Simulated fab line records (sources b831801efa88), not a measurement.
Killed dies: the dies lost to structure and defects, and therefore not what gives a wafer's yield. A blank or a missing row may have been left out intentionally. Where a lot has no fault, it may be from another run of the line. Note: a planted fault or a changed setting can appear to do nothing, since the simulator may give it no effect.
Lot-split experiment / flow gf180mcu / 23 wafers read from 5 lots, route of 602 steps

ABOUT THE SPLIT
At GF_M2_SPUTTER_02 (material AlCu, target thk 450 nm, time 23.9 s), the setting power w was moved away from the recipe's 10600 W on 8 of the 23 wafers read, by +8.3% to +10.7%. For the rest of the wafers, this setting stayed at what the recipe calls for.

FROM THE SPLIT TO THE READING: what the file shows between them, 8 steps
- GF_M2_SPUTTER_03: material Ti, target thk 10 nm, time 6.7 s
- GF_M2_SPUTTER_04: material TiN, target thk 50 nm, time 41.7 s
- GF_M2_RS_MEAS_05: measures by four-point-probe
- GF_M2_THK_MEAS_06: measures by xrf
- GF_M2_EXPOSE_11: exposes mask Metal2, target cd 280 nm (also split here: dose mj)
- GF_M2_PEB_12: peb time 90 s
- GF_M2_DEVELOP_13: develop time 60 s
- GF_M2_CD_MEAS_14: target cd 280 nm

THE READING
oes product au, in a.u., at GF_M2_METAL_ETCH_16 (etches the open film in Cl2/BCl3, stops on SiO2, target depth 627.5 nm, time 104.6 s). Typical for fault-free wafers on this fab line: 0.973 a.u., with standard deviation 0.006 a.u.

wafer=L074.1; tool, chamber at the split=pvd sputter-04, -; power w as run, W=11730; against the recipe=+10.7%; oes product au, a.u.=0.988; against lot-mates on the recipe=+0.014
wafer=L074.3; tool, chamber at the split=pvd sputter-04, -; power w as run, W=10600; against the recipe=recipe; oes product au, a.u.=0.968; against lot-mates on the recipe=-
wafer=L074.4; tool, chamber at the split=pvd sputter-04, -; power w as run, W=11730; against the recipe=+10.7%; oes product au, a.u.=0.993; against lot-mates on the recipe=+0.019
wafer=L074.5; tool, chamber at the split=pvd sputter-04, -; power w as run, W=10600; against the recipe=recipe; oes product au, a.u.=0.980; against lot-mates on the recipe=-
wafer=L074.6; tool, chamber at the split=pvd sputter-04, -; power w as run, W=11730; against the recipe=+10.7%; oes product au, a.u.=0.988; against lot-mates on the recipe=+0.014
wafer=L076.1; tool, chamber at the split=pvd sputter-01, -; power w as run, W=10600; against the recipe=recipe; oes product au, a.u.=0.977; against lot-mates on the recipe=-
wafer=L076.2; tool, chamber at the split=pvd sputter-01, -; power w as run, W=10600; against the recipe=recipe; oes product au, a.u.=0.976; against lot-mates on the recipe=-
wafer=L076.4; tool, chamber at the split=pvd sputter-01, -; power w as run, W=10600; against the recipe=recipe; oes product au, a.u.=0.977; against lot-mates on the recipe=-
wafer=L076.5; tool, chamber at the split=pvd sputter-01, -; power w as run, W=10600; against the recipe=recipe; oes product au, a.u.=0.976; against lot-mates on the recipe=-
wafer=L076.6; tool, chamber at the split=pvd sputter-01, -; power w as run, W=10600; against the recipe=recipe; oes product au, a.u.=0.978; against lot-mates on the recipe=-
wafer=L077.1; tool, chamber at the split=pvd sputter-04, -; power w as run, W=10600; against the recipe=recipe; oes product au, a.u.=0.970; against lot-mates on the recipe=-
wafer=L077.2; tool, chamber at the split=pvd sputter-04, -; power w as run, W=11500; against the recipe=+8.5%; oes product au, a.u.=0.979; against lot-mates on the recipe=+0.010
wafer=L077.3; tool, chamber at the split=pvd sputter-04, -; power w as run, W=11500; against the recipe=+8.5%; oes product au, a.u.=0.979; against lot-mates on the recipe=+0.010
wafer=L077.4; tool, chamber at the split=pvd sputter-04, -; power w as run, W=11500; against the recipe=+8.5%; oes product au, a.u.=0.985; against lot-mates on the recipe=+0.016
wafer=L077.5; tool, chamber at the split=pvd sputter-04, -; power w as run, W=10600; against the recipe=recipe; oes product au, a.u.=0.968; against lot-mates on the recipe=-
wafer=L079.1; tool, chamber at the split=pvd sputter-01, -; power w as run, W=10600; against the recipe=recipe; oes product au, a.u.=0.965; against lot-mates on the recipe=-
wafer=L079.2; tool, chamber at the split=pvd sputter-01, -; power w as run, W=10600; against the recipe=recipe; oes product au, a.u.=0.977; against lot-mates on the recipe=-
wafer=L079.5; tool, chamber at the split=pvd sputter-01, -; power w as run, W=10600; against the recipe=recipe; oes product au, a.u.=0.969; against lot-mates on the recipe=-
wafer=L082.1; tool, chamber at the split=pvd sputter-01, -; power w as run, W=10600; against the recipe=recipe; oes product au, a.u.=0.976; against lot-mates on the recipe=-
wafer=L082.2; tool, chamber at the split=pvd sputter-01, -; power w as run, W=10600; against the recipe=recipe; oes product au, a.u.=0.977; against lot-mates on the recipe=-
wafer=L082.4; tool, chamber at the split=pvd sputter-01, -; power w as run, W=10600; against the recipe=recipe; oes product au, a.u.=0.974; against lot-mates on the recipe=-
wafer=L082.5; tool, chamber at the split=pvd sputter-01, -; power w as run, W=11480; against the recipe=+8.3%; oes product au, a.u.=0.991; against lot-mates on the recipe=+0.015
wafer=L082.6; tool, chamber at the split=pvd sputter-01, -; power w as run, W=11480; against the recipe=+8.3%; oes product au, a.u.=0.998; against lot-mates on the recipe=+0.022

THE FIT
A straight line over all 23 wafers: oes product au changes by +0.00148 a.u. for each +1% of power w; r = +0.79; the points scatter about the line by 0.0053 a.u.
The same after taking each lot's own level away (the mean of its wafers on the recipe; 23 wafers): +0.0016 a.u. for each +1%; r = +0.89; scatter 0.0038 a.u.
The reading moves by 0.017 a.u. for the largest change in power w, on that fit.
The lots' own levels span 0.9690 to 0.9768 a.u., that is 1.3 times the standard deviation above.
So the lot-to-lot level blurs the effect unless lot-mates are compared.
Check: with one of the wafers moved furthest among these (+10.7%) left out of the fit, the line predicts +0.0178 a.u. for it against its lot-mates. It came out at +0.014 a.u. against them.

THE OTHER SPLITS THESE WAFERS WENT THROUGH
Other splits were also applied to these wafers ahead of the reading. Each is held against what the fit with the lots' levels taken away leaves over:
other split on the same wafers=GF_SAB_DEVELOP_08 dev temp c; wafers away from the commonest value=4; r with oes product au (lot level and that fit taken away)=-0.06
other split on the same wafers=GF_SALICIDE_SPUTTER_02 power w; wafers away from the commonest value=4; r with oes product au (lot level and that fit taken away)=-0.06
other split on the same wafers=GF_SALICIDE_SPUTTER_03 power w; wafers away from the commonest value=10; r with oes product au (lot level and that fit taken away)=+0.02
other split on the same wafers=GF_CONTACT_SPUTTER_22 power w; wafers away from the commonest value=11; r with oes product au (lot level and that fit taken away)=+0.01
other split on the same wafers=GF_M1_SPUTTER_04 power w; wafers away from the commonest value=9; r with oes product au (lot level and that fit taken away)=+0.27
other split on the same wafers=GF_V1_CMP_04 leave above ref nm; wafers away from the commonest value=7; r with oes product au (lot level and that fit taken away)=-0.25
other split on the same wafers=GF_V1_PEB_12 peb temp c; wafers away from the commonest value=7; r with oes product au (lot level and that fit taken away)=+0.22
other split on the same wafers=GF_M2_EXPOSE_11 dose mj; wafers away from the commonest value=8; r with oes product au (lot level and that fit taken away)=-0.11

THE WHOLE CHAIN: every reading that the file lists as answering this split, in the file's order
step=GF_M2_SPUTTER_02; what it does=material AlCu, target thk 450 nm, time 23.9 s; reading=AlCu_of_M2_SPUTTER_02.thk nm (the simulator's own value, which no gauge read); change (the file's fit)=+4.55 nm for each +1% of the setting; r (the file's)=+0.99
step=GF_M2_RS_MEAS_05; what it does=measures by four-point-probe; reading=M2_ALCU_RS; change (the file's fit)=-0.000632 for each +1% of the setting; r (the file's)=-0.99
step=GF_M2_THK_MEAS_06; what it does=measures by xrf; reading=M2_ALCU_THK; change (the file's fit)=+4.33 for each +1% of the setting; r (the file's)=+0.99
step=GF_M2_METAL_ETCH_16; what it does=etches the open film in Cl2/BCl3, stops on SiO2, target depth 627.5 nm, time 104.6 s; reading=oes product au; change (the file's fit)=+0.00166 a.u. for each +1% of the setting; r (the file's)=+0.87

FILE'S OWN FIT
oes product au changes by +0.00166 a.u. for each +1% of power w, r = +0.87.
